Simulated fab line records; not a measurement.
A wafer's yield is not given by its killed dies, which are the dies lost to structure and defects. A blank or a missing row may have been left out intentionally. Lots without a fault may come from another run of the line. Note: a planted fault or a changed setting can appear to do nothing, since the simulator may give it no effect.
fab line records | flow gf180mcu
record lots=6 | wafers=18 | last-day=34
route steps=602 shown M1@327 V1@335
lots with no fault: from the same line, run without faults
start-h: the number of hours between the record's first day and the start of the first shown wafer of the lot | wait-h: hours elapsed since this lot's preceding step | " same as the row above | L1.1+2: a row that stands for several wafers | - value missing, or start not given | * or withheld: withheld | < > ~ a bound
route shown NAME@n: names a module that has steps shown in the file, with the first one's number in the route | usual: mean/standard deviation taken from wafers without a fault | same: alike in all rows | chamber/n: place in a boat | sites: per-site readings | _std_site: standard deviation of those values | _edge_site: the outer-site mean with the inner-site mean subtracted | radius-mm: for every site, how far away it sits from the centre of the wafer | mask NAME#n: copy n | behind: the last tool/chamber to shape the wafer | hold: the reason the lot was held/the length of the hold in hours/how it ended | device: names the non-switching transistor (n, p or np) | end of line: tests run on the same wafers once the route is complete | step lacking rows: just its recipe | killed: not the wafer's yield, but the dies lost to structure and defects at the first sort | map: per-die view of a wafer (x killed, . not killed, _ where there is no die)
set.NAME: the run value of the setting; set.NAME@STEP: its run value at that earlier step | model.NAME: the simulator's own value behind a step, which no gauge read
lots seen at some steps along the route; tables by step, rows by wafer
services: from which hour (start-h, from the record's first day; less than 0 if before it) a tool's chamber was out of use, for how many hours, and why
## steps
# step GF_M1_PEB_12
# recipe peb-temp-c=135 | peb-time-s=90 | resist=KrF
# step GF_M1_DEVELOP_13
# recipe develop-time-s=60 | dev-temp-c=21
# step GF_M1_CD_MEAS_14
# recipe target-cd-nm=230
# usual cd-nm=229.9/1.4
lot.wafer | tool      | chamber | start-h | wait-h | cd-nm
L765.4    | cd-sem-01 | -       | 422.04  | 0.1    | 230.0
L765.5    | "         | -       | "       | "      | 231.2
L765.6    | "         | -       | "       | "      | 229.9
L768.2    | cd-sem-02 | -       | 447.52  | 0.1    | 229.0
L768.3    | "         | -       | "       | "      | 227.3
L768.5    | "         | -       | "       | "      | 228.1
L777.2    | cd-sem-02 | -       | 529.66  | 0.1    | 229.3
L777.4    | "         | -       | "       | "      | 228.8
L777.5    | "         | -       | "       | "      | 228.4
L778.3    | cd-sem-01 | -       | 535.32  | 0.1    | 231.5
L778.4    | "         | -       | "       | "      | 230.6
L778.6    | "         | -       | "       | "      | 230.1
L781.1    | cd-sem-01 | -       | 565.68  | 0.1    | 230.7
L781.4    | "         | -       | "       | "      | 230.6
L781.5    | "         | -       | "       | "      | 229.2
L782.1    | cd-sem-01 | -       | 565.92  | 0.3    | 229.1
L782.3    | "         | -       | "       | "      | 230.0
L782.6    | "         | -       | "       | "      | 230.8
# step GF_M1_OVL_MEAS_15
# usual M1_OVL=2/5
lot.wafer | tool       | chamber | start-h | wait-h | M1_OVL[nm]
L765.4    | overlay-01 | -       | 422.12  | 0.1    | -9
L765.5    | "          | -       | "       | "      | -7
L765.6    | "          | -       | "       | "      | -4
L768.2    | overlay-02 | -       | 447.62  | 0.1    | 3
L768.3    | "          | -       | "       | "      | 6
L768.5    | "          | -       | "       | "      | 8
L777.2    | overlay-01 | -       | 529.77  | 0.1    | 3
L777.4    | "          | -       | "       | "      | 7
L777.5    | "          | -       | "       | "      | -1
L778.3    | overlay-01 | -       | 535.41  | 0.1    | 5
L778.4    | "          | -       | "       | "      | -1
L778.6    | "          | -       | "       | "      | 9
L781.1    | overlay-02 | -       | 565.80  | 0.1    | -2
L781.4    | "          | -       | "       | "      | 9
L781.5    | "          | -       | "       | "      | 1
L782.1    | overlay-02 | -       | 566.04  | 0.1    | 4
L782.3    | "          | -       | "       | "      | 3
L782.6    | "          | -       | "       | "      | -2
# step GF_M1_METAL_ETCH_16
# recipe chemistry=Cl2/BCl3 | mask-material=KrF | target-depth-nm=627.5 | stop-on=SiO2 | pressure-mtorr=8 | icp-w=800 | bias-w=140 | Cl2_flow_sccm=80 | bcl3-flow-sccm=40 | time-s=104.6
# step GF_M1_STRIP_17
# recipe chemistry=O2/N2 | power-w=1400 | pressure-mtorr=1500 | platen-temp-c=250 | o2-flow-sccm=3000 | n2-flow-sccm=300 | overash-fraction=0.5
# usual drypump-motor-current-A=5.5/0.45 | heater-power-w=320/15 | oes-product-au=0.559/0.0045 | strip-time-to-endpoint-s=7.91/0.036
lot.wafer | tool            | chamber | start-h | wait-h | drypump-motor-current-A | heater-power-w | oes-product-au | rf-hours-counter-h | strip-time-to-endpoint-s
L765.4    | plasma-asher-03 | 0       | 422.28  | 0.1    | 5.2                     | 322            | 0.555          | -                  | 7.89
L765.5    | "               | 1       | "       | "      | 5.4                     | 320            | 0.555          | -                  | 7.94
L765.6    | "               | 0       | "       | "      | 5.2                     | 313            | 0.560          | -                  | 7.88
L768.2    | plasma-asher-01 | 0       | 447.76  | 0.1    | 5.1                     | 343            | 0.562          | 74                 | 7.94
L768.3    | "               | 1       | "       | "      | 5.3                     | 306            | 0.560          | -                  | 7.89
L768.5    | "               | 0       | "       | "      | 5.1                     | 339            | 0.564          | -                  | 7.93
L777.2    | plasma-asher-01 | 1       | 529.91  | 0.1    | 5.3                     | 319            | 0.550          | 82                 | 7.90
L777.4    | "               | 1       | "       | "      | 5.3                     | 317            | 0.559          | -                  | 7.95
L777.5    | "               | 1       | "       | "      | 5.3                     | 310            | 0.563          | -                  | 7.87
L778.3    | plasma-asher-01 | 0       | 535.58  | 0.1    | 5.2                     | 344            | 0.560          | -                  | 7.89
L778.4    | "               | 1       | "       | "      | 5.3                     | 306            | 0.557          | -                  | 7.86
L778.6    | "               | 1       | "       | "      | 5.3                     | 321            | 0.563          | -                  | 7.86
L781.1    | plasma-asher-01 | 1       | 565.95  | 0.1    | 5.3                     | 320            | 0.565          | 86                 | 7.89
L781.4    | "               | 0       | "       | "      | 5.1                     | 347            | 0.562          | -                  | 7.87
L781.5    | "               | 0       | "       | "      | 5.1                     | 348            | 0.564          | -                  | 7.96
L782.1    | plasma-asher-01 | 0       | 566.19  | 0.1    | 5.1                     | 346            | 0.561          | 86                 | 7.94
L782.3    | "               | 0       | "       | "      | 5.1                     | 338            | 0.561          | -                  | 7.92
L782.6    | "               | 0       | "       | "      | 5.1                     | 336            | 0.562          | -                  | 7.86
# step GF_M1_STRIP_18
# recipe chemistry=post-etch-residue-remover | time-s=1200 | temp-c=72.5
# step GF_M1_CLEAN_19
# recipe chemistry=DIW | dry=n2-spin
# step GF_V1_CVD_00
# recipe material=SiO2 | target-thk-nm=600 | sigma-open-frac=0.3 | temp-c=400 | time-s=100 | sih4-flow-sccm=60 | pressure-mtorr=6
# step GF_V1_THK_MEAS_01
# recipe reads=SiO2_of_V1_CVD_00
# usual V1_CVD_00_THK=597/6.9
lot.wafer | tool          | chamber | start-h | wait-h | V1_CVD_00_THK[nm]
L765.4    | film-metro-04 | -       | 422.92  | 0.0    | 595
L765.5    | "             | -       | "       | "      | 600
L765.6    | "             | -       | "       | "      | 595
L768.2    | film-metro-02 | -       | 448.45  | 0.0    | 590
L768.3    | "             | -       | "       | "      | 605
L768.5    | "             | -       | "       | "      | 598
L777.2    | film-metro-03 | -       | 530.53  | 0.0    | 605
L777.4    | "             | -       | "       | "      | 600
L777.5    | "             | -       | "       | "      | 599
L778.3    | film-metro-03 | -       | 536.19  | 0.1    | 607
L778.4    | "             | -       | "       | "      | 603
L778.6    | "             | -       | "       | "      | 606
L781.1    | film-metro-03 | -       | 566.56  | 0.0    | 579
L781.4    | "             | -       | "       | "      | 590
L781.5    | "             | -       | "       | "      | 585
L782.1    | film-metro-02 | -       | 566.79  | 0.0    | 589
L782.3    | "             | -       | "       | "      | 602
L782.6    | "             | -       | "       | "      | 600
# step GF_V1_CVD_02
# recipe material=SiO2 | target-thk-nm=850 | precursor=TEOS | temp-c=400 | time-s=94.851 | rf-w=581.9
# usual heater-power-w=647/110
lot.wafer | tool     | chamber | start-h | wait-h | heater-power-w
L765.4    | pecvd-03 | 1       | 422.99  | 0.1    | 712
L765.5    | "        | 0       | "       | "      | 530
L765.6    | "        | 2       | "       | "      | 670
L768.2    | pecvd-03 | 0       | 448.50  | 0.0    | 515
L768.3    | "        | 1       | "       | "      | 766
L768.5    | "        | 2       | "       | "      | 531
L777.2    | pecvd-02 | 0       | 530.58  | 0.0    | 667
L777.4    | "        | 0       | "       | "      | 749
L777.5    | "        | 2       | "       | "      | 695
L778.3    | pecvd-03 | 0       | 536.23  | 0.0    | 530
L778.4    | "        | 2       | "       | "      | 513
L778.6    | "        | 0       | "       | "      | 439
L781.1    | pecvd-03 | 2       | 566.62  | 0.1    | 685
L781.4    | "        | 0       | "       | "      | 545
L781.5    | "        | 1       | "       | "      | 731
L782.1    | pecvd-01 | 2       | 566.85  | 0.1    | 571
L782.3    | "        | 0       | "       | "      | 890
L782.6    | "        | 0       | "       | "      | 948
# step GF_V1_THK_MEAS_03
# recipe reads=SiO2_of_V1_CVD_02
# usual V1_CVD_02_THK=846/10
lot.wafer | tool          | chamber | start-h | wait-h | V1_CVD_02_THK[nm]
L765.4    | film-metro-02 | -       | 423.05  | 0.0    | 847
L765.5    | "             | -       | "       | "      | 848
L765.6    | "             | -       | "       | "      | 862
L768.2    | film-metro-03 | -       | 448.58  | 0.0    | 844
L768.3    | "             | -       | "       | "      | 839
L768.5    | "             | -       | "       | "      | 863
L777.2    | film-metro-02 | -       | 530.66  | 0.0    | 831
L777.4    | "             | -       | "       | "      | 837
L777.5    | "             | -       | "       | "      | 847
L778.3    | film-metro-03 | -       | 536.32  | 0.1    | 838
L778.4    | "             | -       | "       | "      | 864
L778.6    | "             | -       | "       | "      | 849
L781.1    | film-metro-03 | -       | 566.69  | 0.0    | 846
L781.4    | "             | -       | "       | "      | 847
L781.5    | "             | -       | "       | "      | 844
L782.1    | film-metro-04 | -       | 566.92  | 0.0    | 847
L782.3    | "             | -       | "       | "      | 836
L782.6    | "             | -       | "       | "      | 844
# step GF_V1_CMP_04
# recipe material=SiO2 | down-force-psi=4 | platen-rpm=60 | pad-velocity-m-s=0.94248
# usual edge-zone-pressure-frac=1.001/0.0049 | head-pressure-psi=4.000/0.0087 | motor-current-A=12.2/0.98 | time-to-endpoint-s=76/5.5
lot.wafer | tool   | chamber | start-h | wait-h | edge-zone-pressure-frac | head-pressure-psi | motor-current-A | time-to-endpoint-s | model.SiO2_of_V1_CVD_02.thk-nm
L765.4    | cmp-01 | 0       | 423.08  | 0.0    | 1.006                   | 4.003             | 11.3            | 81                 | 632
L765.6    | "      | 0       | "       | "      | 1.000                   | 3.991             | 11.6            | 88                 | 634.5
L765.5    | "      | 1       | "       | "      | 0.994                   | 4.015             | 10.5            | 79                 | 632.4
L768.3    | cmp-02 | 0       | 448.63  | 0.0    | 0.993                   | 4.000             | 12.2            | 73                 | 632.3
L768.2    | "      | 1       | "       | "      | 0.995                   | 4.004             | 12.3            | 65                 | 629.5
L768.5    | "      | 1       | "       | "      | 1.003                   | 4.000             | 11.9            | 73                 | 630.8
L777.2    | cmp-02 | 2       | 530.76  | 0.1    | -                       | -                 | -               | -                  | 830.9
L777.4    | "      | 3       | "       | "      | -                       | -                 | -               | -                  | 837.2
L777.5    | "      | 2       | "       | "      | -                       | -                 | -               | -                  | 846.8
L778.4    | cmp-02 | 3       | 536.41  | 0.1    | -                       | -                 | -               | -                  | 864.2
L778.3    | "      | 0       | "       | "      | -                       | -                 | -               | -                  | 837.9
L778.6    | "      | 3       | "       | "      | -                       | -                 | -               | -                  | 849.6
L781.1    | cmp-01 | 0       | 566.75  | 0.1    | 0.990                   | 3.996             | 11.7            | 87                 | 632.3
L781.4    | "      | 1       | "       | "      | 0.996                   | 3.986             | 10.1            | 86                 | 633.1
L781.5    | "      | 0       | "       | "      | 0.994                   | 3.976             | 11.7            | 83                 | 632.5
L782.1    | cmp-02 | 1       | 566.98  | 0.1    | 0.998                   | 3.996             | 11.7            | 70                 | 631.3
L782.3    | "      | 0       | "       | "      | 1.011                   | 3.999             | 11.6            | 76                 | 632.7
L782.6    | "      | 1       | "       | "      | 0.998                   | 4.006             | 12.4            | 70                 | 629.9
# step GF_V1_BOW_MEAS_05
# recipe mode=bow
# usual V1_BOW=83/7.4
lot.wafer | tool          | chamber | start-h | wait-h | V1_BOW[um]
L765.4    | film-metro-02 | -       | 423.44  | 0.3    | 80
L765.5    | "             | -       | "       | "      | 83
L765.6    | "             | -       | "       | "      | 85
L768.2    | film-metro-02 | -       | 448.95  | 0.2    | 85
L768.3    | "             | -       | "       | "      | 90
L768.5    | "             | -       | "       | "      | 91
L777.2    | film-metro-03 | -       | 531.03  | 0.2    | 81
L777.4    | "             | -       | "       | "      | 84
L777.5    | "             | -       | "       | "      | 96
L778.3    | film-metro-03 | -       | 536.70  | 0.2    | 97
L778.4    | "             | -       | "       | "      | 107
L778.6    | "             | -       | "       | "      | 98
L781.1    | film-metro-03 | -       | 567.05  | 0.2    | 72
L781.4    | "             | -       | "       | "      | 85
L781.5    | "             | -       | "       | "      | 73
L782.1    | film-metro-02 | -       | 567.28  | 0.2    | 81
L782.3    | "             | -       | "       | "      | 96
L782.6    | "             | -       | "       | "      | 80
# step GF_V1_DEHYDRATE_06
# recipe temp-c=200 | time-s=60
# step GF_V1_HMDS_07
# recipe prime-time-s=60 | prime-temp-c=120
# step GF_V1_COAT_08
# recipe resist=BARC | temp-c=withheld | time-s=withheld | spin-rpm=withheld | resist-thk-nm=withheld
# step GF_V1_COAT_09
# recipe resist=KrF | spin-rpm=withheld | resist-thk-nm=1000
# step GF_V1_SOFTBAKE_10
# recipe temp-c=130 | time-s=60 | resist=KrF
# step GF_V1_EXPOSE_11
# recipe mask-id=Via1 | target-cd-nm=260 | na=0.68 | source-shape=conventional | sigma-outer=0.6 | dose-mj=38
# step GF_V1_PEB_12
# recipe peb-temp-c=135 | peb-time-s=90 | resist=KrF
# step GF_V1_DEVELOP_13
# recipe develop-time-s=60 | resist=KrF | dev-temp-c=21
# step GF_V1_CD_MEAS_14
# recipe target-cd-nm=260
# usual cd-nm=259.8/1.1
lot.wafer | tool      | chamber | start-h | wait-h | cd-nm
L765.4    | cd-sem-01 | -       | 447.91  | 0.1    | 259.0
L765.5    | "         | -       | "       | "      | 257.9
L765.6    | "         | -       | "       | "      | 258.9
L768.2    | cd-sem-01 | -       | 473.68  | 0.1    | 260.8
L768.3    | "         | -       | "       | "      | 261.4
L768.5    | "         | -       | "       | "      | 261.5
L777.2    | cd-sem-01 | -       | 553.11  | 0.1    | 260.1
L777.4    | "         | -       | "       | "      | 258.9
L777.5    | "         | -       | "       | "      | 260.0
L778.3    | cd-sem-02 | -       | 559.00  | 0.1    | 260.7
L778.4    | "         | -       | "       | "      | 260.0
L778.6    | "         | -       | "       | "      | 260.1
L781.1    | cd-sem-01 | -       | 589.11  | 0.1    | 260.1
L781.4    | "         | -       | "       | "      | 260.5
L781.5    | "         | -       | "       | "      | 259.8
L782.1    | cd-sem-01 | -       | 589.35  | 0.2    | 258.3
L782.3    | "         | -       | "       | "      | 258.0
L782.6    | "         | -       | "       | "      | 258.2
# step GF_V1_OVL_MEAS_15
# usual V1_OVL=0/5.8
lot.wafer | tool       | chamber | start-h | wait-h | V1_OVL[nm]
L765.4    | overlay-01 | -       | 447.98  | 0.1    | -7
L765.5    | "          | -       | "       | "      | 4
L765.6    | "          | -       | "       | "      | -2
L768.2    | overlay-01 | -       | 473.78  | 0.1    | -7
L768.3    | "          | -       | "       | "      | -3
L768.5    | "          | -       | "       | "      | -4
L777.2    | overlay-02 | -       | 553.22  | 0.1    | 8
L777.4    | "          | -       | "       | "      | 8
L777.5    | "          | -       | "       | "      | 15
L778.3    | overlay-02 | -       | 559.09  | 0.1    | 1
L778.4    | "          | -       | "       | "      | 3
L778.6    | "          | -       | "       | "      | 0
L781.1    | overlay-02 | -       | 589.23  | 0.1    | 3
L781.4    | "          | -       | "       | "      | 13
L781.5    | "          | -       | "       | "      | 1
L782.1    | overlay-01 | -       | 589.47  | 0.1    | -4
L782.3    | "          | -       | "       | "      | -5
L782.6    | "          | -       | "       | "      | 2
# step GF_V1_ETCH_16
# recipe chemistry=N2/H2 | target-depth-a=withheld | overetch-a=withheld | time-s=withheld | target=BARC | ion-energy-ev=200 | source-w=500 | bias-w=100 | pressure-mtorr=30 | n2-flow-sccm=100 | h2-flow-sccm=200
# usual drypump-motor-current-A=5.8/0.48 | oes-product-au=0.856/0.0043 | throttle-valve-pct=13.224/0.009
lot.wafer | tool        | chamber | start-h | wait-h | drypump-motor-current-A | oes-product-au | throttle-valve-pct
L765.4    | rie-diel-02 | 1       | 448.00  | 0.0    | 6.0                     | 0.860          | 13.230
L765.5    | "           | 3       | "       | "      | 6.2                     | 0.859          | 13.233
L765.6    | "           | 2       | "       | "      | 6.1                     | 0.855          | 13.216
L768.2    | rie-diel-02 | 2       | 473.81  | 0.0    | 6.1                     | 0.859          | 13.224
L768.3    | "           | 0       | "       | "      | 5.4                     | 0.855          | 13.223
L768.5    | "           | 1       | "       | "      | 6.0                     | 0.863          | 13.231
L777.2    | rie-diel-04 | 3       | 553.25  | 0.0    | 5.9                     | 0.866          | 13.216
L777.4    | "           | 3       | "       | "      | 5.9                     | 0.858          | 13.244
L777.5    | "           | 2       | "       | "      | 5.0                     | 0.849          | 13.235
L778.3    | rie-diel-02 | 1       | 559.11  | 0.0    | 6.0                     | 0.855          | 13.222
L778.4    | "           | 2       | "       | "      | 6.1                     | 0.863          | 13.209
L778.6    | "           | 2       | "       | "      | 6.1                     | 0.856          | 13.224
L781.1    | rie-diel-02 | 3       | 589.26  | 0.0    | 6.2                     | 0.859          | 13.231
L781.4    | "           | 2       | "       | "      | 6.1                     | 0.870          | 13.236
L781.5    | "           | 2       | "       | "      | 6.1                     | 0.856          | 13.220
L782.1    | rie-diel-04 | 2       | 589.50  | 0.0    | 5.0                     | 0.858          | 13.213
L782.3    | "           | 0       | "       | "      | 6.6                     | 0.863          | 13.232
L782.6    | "           | 0       | "       | "      | 6.6                     | 0.857          | 13.220
# step GF_V1_ETCH_17
# recipe chemistry=C4F8/O2/Ar | mask-material=KrF | target=SiO2 | stop-on=TiN | source-w=1500 | bias-w=1200 | pressure-mtorr=40 | c4f8-flow-sccm=withheld | O2_flow_sccm=6 | Ar_flow_sccm=300 | time-s=withheld | target-depth-a=6300
# usual oes-product-au=0.855/0.0048
lot.wafer | tool        | chamber | start-h | wait-h | oes-product-au | model.etch.depth-nm | model.V1.feature-depth-nm
L765.4    | rie-diel-02 | 1       | -       | -      | 0.859          | 632                 | 632
L765.5    | "           | 3       | "       | "      | 0.857          | 632.4               | 632.4
L765.6    | "           | 2       | "       | "      | 0.848          | 634.5               | 634.5
L768.2    | rie-diel-02 | 2       | -       | -      | 0.844          | 629.5               | 629.5
L768.3    | "           | 0       | "       | "      | 0.860          | 632.3               | 632.3
L768.5    | "           | 1       | "       | "      | 0.864          | 630.8               | 630.8
L777.2    | rie-diel-04 | 3       | -       | -      | 1.623          | 817.7               | 817.7
L777.4    | "           | 3       | "       | "      | 1.616          | 826.6               | 826.6
L777.5    | "           | 2       | "       | "      | 1.614          | 814.8               | 814.8
L778.3    | rie-diel-02 | 1       | -       | -      | 1.597          | 803.5               | 803.5
L778.4    | "           | 2       | "       | "      | 1.627          | 820.5               | 820.5
L778.6    | "           | 2       | "       | "      | 1.613          | 813.2               | 813.2
L781.1    | rie-diel-02 | 3       | -       | -      | 0.864          | 632.3               | 632.3
L781.4    | "           | 2       | "       | "      | 0.860          | 633.1               | 633.1
L781.5    | "           | 2       | "       | "      | 0.849          | 632.5               | 632.5
L782.1    | rie-diel-04 | 2       | -       | -      | 0.853          | 631.3               | 631.3
L782.3    | "           | 0       | "       | "      | 0.856          | 632.7               | 632.7
L782.6    | "           | 0       | "       | "      | 0.846          | 629.9               | 629.9
# step GF_V1_STRIP_18
# recipe chemistry=O2/N2 | power-w=1400 | pressure-mtorr=1500 | platen-temp-c=250 | o2-flow-sccm=3000 | n2-flow-sccm=300 | overash-fraction=0.5
# step GF_V1_STRIP_19
# recipe chemistry=post-etch-residue-remover | time-s=1200 | temp-c=72.5
# step GF_V1_CLEAN_20
# recipe chemistry=DIW | dry=n2-spin
# step GF_V1_SPUTTER_21
# recipe material=Ti | target-thk-nm=15 | chamber-pressure-pa=5 | power-w=2500 | substrate-temp-c=200 | time-s=81.63
# usual throttle-valve-pct=30.3/1.1
lot.wafer | tool           | chamber | start-h | wait-h | throttle-valve-pct
L765.4    | pvd-sputter-03 | -       | 448.76  | 0.0    | 31.7
L765.5    | "              | -       | "       | "      | 31.3
L765.6    | "              | -       | "       | "      | 31.6
L768.2    | pvd-sputter-01 | -       | 474.48  | 0.0    | 30.8
L768.3    | "              | -       | "       | "      | 31.1
L768.5    | "              | -       | "       | "      | 30.9
L777.2    | pvd-sputter-03 | -       | 553.93  | 0.0    | 31.5
L777.4    | "              | -       | "       | "      | 28.4
L777.5    | "              | -       | "       | "      | 31.6
L778.3    | pvd-sputter-01 | -       | 559.77  | 0.0    | 29.6
L778.4    | "              | -       | "       | "      | 30.8
L778.6    | "              | -       | "       | "      | 31.5
L781.1    | pvd-sputter-01 | -       | 589.96  | 0.0    | 31.6
L781.4    | "              | -       | "       | "      | 30.7
L781.5    | "              | -       | "       | "      | 31.2
L782.1    | pvd-sputter-03 | -       | 590.20  | 0.0    | 31.5
L782.3    | "              | -       | "       | "      | 31.2
L782.6    | "              | -       | "       | "      | 27.9
# step GF_V1_SPUTTER_22
# recipe material=TiN | target-thk-nm=10 | chamber-pressure-pa=5 | power-w=4000 | time-s=40
# usual throttle-valve-pct=30.3/1.1
lot.wafer | tool           | chamber | start-h | wait-h | throttle-valve-pct
L765.4    | pvd-sputter-03 | -       | 448.82  | 0.0    | 31.7
L765.5    | "              | -       | "       | "      | 31.0
L765.6    | "              | -       | "       | "      | 31.6
L768.2    | pvd-sputter-01 | -       | 474.55  | 0.0    | 31.0
L768.3    | "              | -       | "       | "      | 31.2
L768.5    | "              | -       | "       | "      | 31.1
L777.2    | pvd-sputter-03 | -       | 553.99  | 0.0    | 31.5
L777.4    | "              | -       | "       | "      | 28.1
L777.5    | "              | -       | "       | "      | 31.2
L778.3    | pvd-sputter-01 | -       | 559.84  | 0.0    | 29.7
L778.4    | "              | -       | "       | "      | 30.8
L778.6    | "              | -       | "       | "      | 31.6
L781.1    | pvd-sputter-01 | -       | 590.03  | 0.0    | 31.6
L781.4    | "              | -       | "       | "      | 30.8
L781.5    | "              | -       | "       | "      | 31.7
L782.1    | pvd-sputter-03 | -       | 590.26  | 0.0    | 31.6
L782.3    | "              | -       | "       | "      | 31.2
L782.6    | "              | -       | "       | "      | 28.5
# step GF_V1_CVD_23
# recipe material=W | target-thk-nm=350 | time-s=105.05 | temp-c=400 | pressure-torr=40
# step GF_V1_CMP_26
# recipe stop-on=SiO2 | down-force-psi=3.5 | platen-rpm=60 | t-overpolish-s=15 | target-thk-nm=0 | pad-velocity-m-s=0.94248
# usual edge-zone-pressure-frac=1.000/0.0051 | head-pressure-psi=3.500/0.0071 | motor-current-A=11.1/0.89
lot.wafer | tool   | chamber | start-h | wait-h | edge-zone-pressure-frac | head-pressure-psi | motor-current-A | model.SiO2_of_V1_CVD_02.thk-nm
L765.4    | cmp-02 | 2       | 449.25  | 0.1    | 1.002                   | 3.496             | 11.9            | 628.3
L765.6    | "      | 0       | "       | "      | 0.996                   | 3.486             | 11.5            | 630.7
L765.5    | "      | 1       | "       | "      | 1.002                   | 3.493             | 11.0            | 628.6
L768.2    | cmp-02 | 0       | 474.93  | 0.1    | 0.994                   | 3.504             | 11.0            | 625.7
L768.3    | "      | 2       | "       | "      | 1.004                   | 3.489             | 11.5            | 628.5
L768.5    | "      | 3       | "       | "      | 1.003                   | 3.503             | 10.1            | 627
L777.4    | cmp-02 | 3       | 554.37  | 0.1    | 1.007                   | 3.500             | 10.5            | 833.4
L777.2    | "      | 0       | "       | "      | 1.004                   | 3.499             | 11.4            | 827.1
L777.5    | "      | 3       | "       | "      | 1.008                   | 3.507             | 10.6            | 843
L778.3    | cmp-02 | 2       | 560.17  | 0.0    | 0.996                   | 3.488             | 11.9            | 834.1
L778.4    | "      | 0       | "       | "      | 0.994                   | 3.494             | 12.3            | 860.4
L778.6    | "      | 3       | "       | "      | 0.998                   | 3.489             | 10.5            | 845.8
L781.1    | cmp-01 | 2       | 590.36  | 0.1    | 0.991                   | 3.517             | 12.3            | 628.6
L781.4    | "      | 0       | "       | "      | 1.005                   | 3.512             | 10.8            | 629.3
L781.5    | "      | 2       | "       | "      | 0.998                   | 3.492             | 13.2            | 628.7
L782.3    | cmp-02 | 0       | 590.60  | 0.0    | 1.012                   | 3.490             | 11.7            | 628.9
L782.1    | "      | 3       | "       | "      | 0.999                   | 3.497             | 10.6            | 627.6
L782.6    | "      | 1       | "       | "      | 0.999                   | 3.506             | 10.6            | 626.1
## services
tool            | chamber | start-h | hours | kind
cmp-02          | -       | 404.29  | 4.0   | pm
rie-diel-02     | 3       | 406.52  | 3.8   | repair
cmp-02          | -       | 408.29  | -     | consumable-replace:conditioner
cmp-02          | -       | 408.29  | -     | consumable-replace:pad
cmp-01          | -       | 408.73  | 9.1   | repair
rie-diel-02     | 0       | 413.37  | 28.6  | repair
pecvd-01        | -       | 448.43  | 1.1   | repair
cmp-01          | -       | 457.31  | 1.9   | repair
cmp-01          | -       | 468.15  | 0.5   | repair
pecvd-03        | -       | 469.12  | 5.5   | pm
rie-diel-04     | 1       | 475.97  | 8.9   | repair
pecvd-03        | -       | 483.97  | 0.7   | repair
pecvd-02        | -       | 493.83  | 0.6   | repair
plasma-asher-03 | -       | 502.80  | 1.2   | repair
cmp-02          | -       | 503.72  | 0.9   | repair
plasma-asher-01 | -       | 509.49  | 2.5   | repair
cmp-02          | -       | 509.55  | 1.7   | repair
rie-diel-04     | 0       | 550.18  | 15.9  | repair
pecvd-02        | -       | 553.71  | 1.4   | repair
plasma-asher-03 | -       | 555.79  | 17.4  | repair
rie-diel-04     | 3       | 559.48  | 12.6  | repair
cmp-01          | -       | 572.09  | 4.0   | pm
pvd-sputter-01  | 2       | 573.05  | -     | consumable-replace:kit
pecvd-02        | 2       | 579.12  | 3.6   | repair
## key
first-sign step=GF_V1_CMP_04 | reading=tool-record | direction=missing
effect step=GF_V1_ETCH_17 | reading=oes-product-au | direction=up | sigmas=99+ | usual=0.855 | struck=1.615
model-effect step=GF_V1_CMP_04 | value=SiO2_of_V1_CVD_02.thk-nm | without=631.8 | struck=844.4
model-effect step=GF_V1_ETCH_17 | value=etch.depth-nm | without=631.8 | struck=816
model-effect step=GF_V1_CMP_26 | value=SiO2_of_V1_CVD_02.thk-nm | without=628 | struck=840.6
met-at GF_V1_CMP_04
struck-wafers L777.2,L777.4,L777.5,L778.3,L778.4,L778.6
later-rows-left-out L777.2,L777.4,L777.5,L778.3,L778.4,L778.6
sort-left-out L777.2,L777.4,L777.5,L778.3,L778.4,L778.6
onset-between 448.63 530.76
fault kind=skipped-step-whole | tool=cmp-02 | chamber=- | onset-h=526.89 | steps=GF_V1_CMP_04 | scope=struck-lots-only
# sort-left-out: the simulated sort isn't trusted on such a fault, so these wafers' sort isn't shown, and their yield isn't known
# later-rows-left-out: the simulator's readings of these wafers behind a module that went badly wrong aren't trusted and aren't shown, but for the sort
